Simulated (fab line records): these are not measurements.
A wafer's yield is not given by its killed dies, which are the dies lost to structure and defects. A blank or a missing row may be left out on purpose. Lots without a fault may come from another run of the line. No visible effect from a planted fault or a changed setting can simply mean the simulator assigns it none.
A struck lot beside a sound one || flow gf180mcu || 15 out of 602 route steps
Sound: these wafers, L421.1, L421.3, L421.4. Struck: wafers L426.1, L426.5 (left out: L426.3, a lot-mate that was not struck); the cause follows at the end.
At each step with rows: each side's tool, then ch and its chambers, then its first start. Under that, the readings that differ: sound wafers || struck wafers || difference of the means || sigmas: that difference in standard deviations of wafers without a fault.
alike: same words and numbers on both sides, and readings whose means sit less than 2 such deviations apart. not compared: any withheld reading, any reading some wafer has no value for, any bound like >300 that may hide the same value, and any number with overlapping values for which the record gives no deviation.
Wherever a step has rows on one side only, a row that says differs or no value, or a row with sigmas, the two part there. When numbers do not overlap yet have no deviation, they are printed without sigmas and do not part them. A reading missing from all wafers of one side parts the sides only when that side holds two or more wafers.

first, 5 steps without rows for these wafers: GF_V5_COAT_09 (resist thk 1000 nm); GF_V5_SOFTBAKE_10 (time 60 s); GF_V5_EXPOSE_11 (exposes mask Via5, target cd 260 nm); GF_V5_PEB_12 (peb time 90 s); GF_V5_DEVELOP_13 (develop time 60 s).
GF_V5_CD_MEAS_14: the cd target is 260 nm.
  sound: cd_sem-02 at day 28 17:29; struck: cd_sem-01 at day 30 14:20
  alike: cd_nm
GF_V5_OVL_MEAS_15:
  sound: overlay-01 at day 28 17:36; struck: overlay-02 at day 30 14:27
{"reading": "V5_OVL (nm)", "sound": "3 1 -1", "struck": "-9 -7", "difference": -9, "sigmas": -2}
GF_V5_ETCH_16: etches BARC in N2/H2.
  sound on rie_diel-03 ch 0,1,3, day 28 17:38; struck on rie_diel-02 ch 0,3, day 30 14:29
  alike: drypump_motor_current_A, oes_product_au, throttle_valve_pct
GF_V5_ETCH_17: etches SiO2 in C4F8/O2/Ar, stops on TiN, target depth 855 nm.
  sound on rie_diel-03 ch 0,1,3; struck on rie_diel-02 ch 0,3
  alike: oes_product_au
GF_V5_STRIP_18: strips in O2/N2.
  sound on plasma_asher-04 ch 0,1, day 28 17:47; struck on plasma_asher-03 ch 0,1, day 30 14:38
  alike: drypump_motor_current_A, heater_power_w, oes_product_au
  not compared: rf_hours_counter_h
then, 2 steps without rows for these wafers: GF_V5_STRIP_19 (strips in post etch residue remover, time 1200 s); GF_V5_CLEAN_20 (cleans in DIW).
GF_V5_SPUTTER_21: material Ti, target thk 15 nm, time 80.02 s.
  sound: pvd_sputter-04 at day 28 18:44; struck: pvd_sputter-02 at day 30 15:10
{"reading": "model.Ti_of_V5_SPUTTER_21.thk_nm (nm)", "sound": "15.07 15.01 14.97", "struck": "9.781 9.859", "difference": -5.197, "sigmas": ""}
  alike: throttle_valve_pct
GF_V5_SPUTTER_22: material TiN, target thk 10 nm, time 40 s.
  sound: pvd_sputter-04 at day 28 18:47; struck: pvd_sputter-02 at day 30 15:14
  alike: throttle_valve_pct
GF_PASSIVATION_PROBE_99:
  rows exist in the record for the sound wafers here (prober-01, day 30 12:31), none for the struck ones

## WHERE THEY PART
Last at GF_PASSIVATION_PROBE_99 as far as this record goes, first at GF_V5_OVL_MEAS_15.

WHY: what had been put in by the simulator
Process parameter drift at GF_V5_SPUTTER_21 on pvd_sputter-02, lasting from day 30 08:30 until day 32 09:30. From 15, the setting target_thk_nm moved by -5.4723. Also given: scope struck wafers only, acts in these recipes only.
